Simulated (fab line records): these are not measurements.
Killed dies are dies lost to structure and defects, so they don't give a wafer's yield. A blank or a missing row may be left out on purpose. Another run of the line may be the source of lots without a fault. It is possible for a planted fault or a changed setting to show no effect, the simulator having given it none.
Which tool did it?    flow sky130    11 lots with 33 wafers sampled at 3 steps, on a route of 708 steps

## WHAT EACH GAUGE READ, for each wafer
SKY_LDD_N_OVL_MEAS_07.
lot   measured      on          LDD_N_OVL (nm)
L881  day 18 01:16  overlay-02  1.9 1.5 0.7
L885  day 18 11:25  overlay-01  -0.9 -0.9 -1.6
L888  day 20 00:52  overlay-02  -1.0 -0.6 -1.6
L890  day 20 16:50  overlay-01  - - -
L891  day 21 01:31  overlay-02  -3.3 -0.5 -2.4
L899  day 24 02:04  overlay-02  2.9 2.4 1.6
L900  day 24 13:37  overlay-02  -0.4 -0.7 -1.2
L901  day 24 15:03  overlay-02  0.4 0.3 0.0
L902  day 25 01:48  overlay-01  -0.9 0.1 -1.3
L903  day 25 13:26  overlay-01  -0.3 0.3 -0.8
L904  day 26 08:43  overlay-02  -3.3 -1.7 -3.6

## WHAT TOOL EACH LOT RAN ON (gives the tool, then ch and the chambers of the sampled wafers, and finally the start)
lot   SKY_POLY_GATE_ETCH_16              SKY_LDD_N_EXPOSE_04
L881  rieDiel-03 ch 0,1,2, day 16 18:34  ilineStepper-01 ch 0, day 17 10:38
L885  rieDiel-01 ch 0,3, day 17 03:42    ilineStepper-01 ch 0, day 17 21:18
L888  rieDiel-02 ch 0,1,3, day 18 14:04  ilineStepper-02 ch 0, day 19 10:03
L890  rieDiel-03 ch 1,2,3, day 19 03:48  ilineStepper-02 ch 0, day 20 01:52
L891  rieDiel-03 ch 1,2,3, day 19 17:49  ilineStepper-02 ch 0, day 20 11:12
L899  rieDiel-02 ch 1,3, day 22 18:10    ilineStepper-01 ch 0, day 23 11:23
L900  rieDiel-01 ch 1,3, day 23 05:13    ilineStepper-01 ch 0, day 23 22:58
L901  rieDiel-02 ch 1,3, day 23 07:07    ilineStepper-02 ch 0, day 24 00:35
L902  rieDiel-03 ch 0,1,3, day 23 18:01  ilineStepper-02 ch 0, day 24 11:06
L903  rieDiel-03 ch 0,1,2, day 24 06:42  ilineStepper-02 ch 0, day 24 23:38
L904  rieDiel-01 ch 0,3, day 25 02:30    ilineStepper-01 ch 0, day 25 19:10
- SKY_POLY_GATE_ETCH_16: etches Si3N4 in CH3F/O2, stops on poly-Si, time 151.2 s, target depth 75 nm.
- SKY_LDD_N_EXPOSE_04: exposes mask NTM, target cd 840 nm.

## THE ANSWER, worked out from the rows above alone
Rule: usual is defined by the lots themselves. The widest of any qualifying gaps counts: lots, ordered by their means at a reading, are off when they make up no more than a third of the lots, leave a main group of 4 or more, and stand apart from it by 3 or more times the standard deviation of that group's means. Not used: any main group whose means are identical at the precision the tables above print for the reading. Also off: a lot with no number at a reading for which 4 or more lots have one. The other lots that the step has rows for count as sound.
Off: L890, at SKY_LDD_N_OVL_MEAS_07 (LDD_N_OVL). Without a number there: L890. The main group has a mean of -0.5 nm with a standard deviation of 1.4.
A tool fits if, at a process step before that reading, it ran every lot that is off, and no sound lot after the first of them. Gauges at SKY_LDD_N_OVL_MEAS_07: tried the same way as those tools. Not one of the candidates tried fits.

## WHAT THE SIMULATOR HAD PUT IN
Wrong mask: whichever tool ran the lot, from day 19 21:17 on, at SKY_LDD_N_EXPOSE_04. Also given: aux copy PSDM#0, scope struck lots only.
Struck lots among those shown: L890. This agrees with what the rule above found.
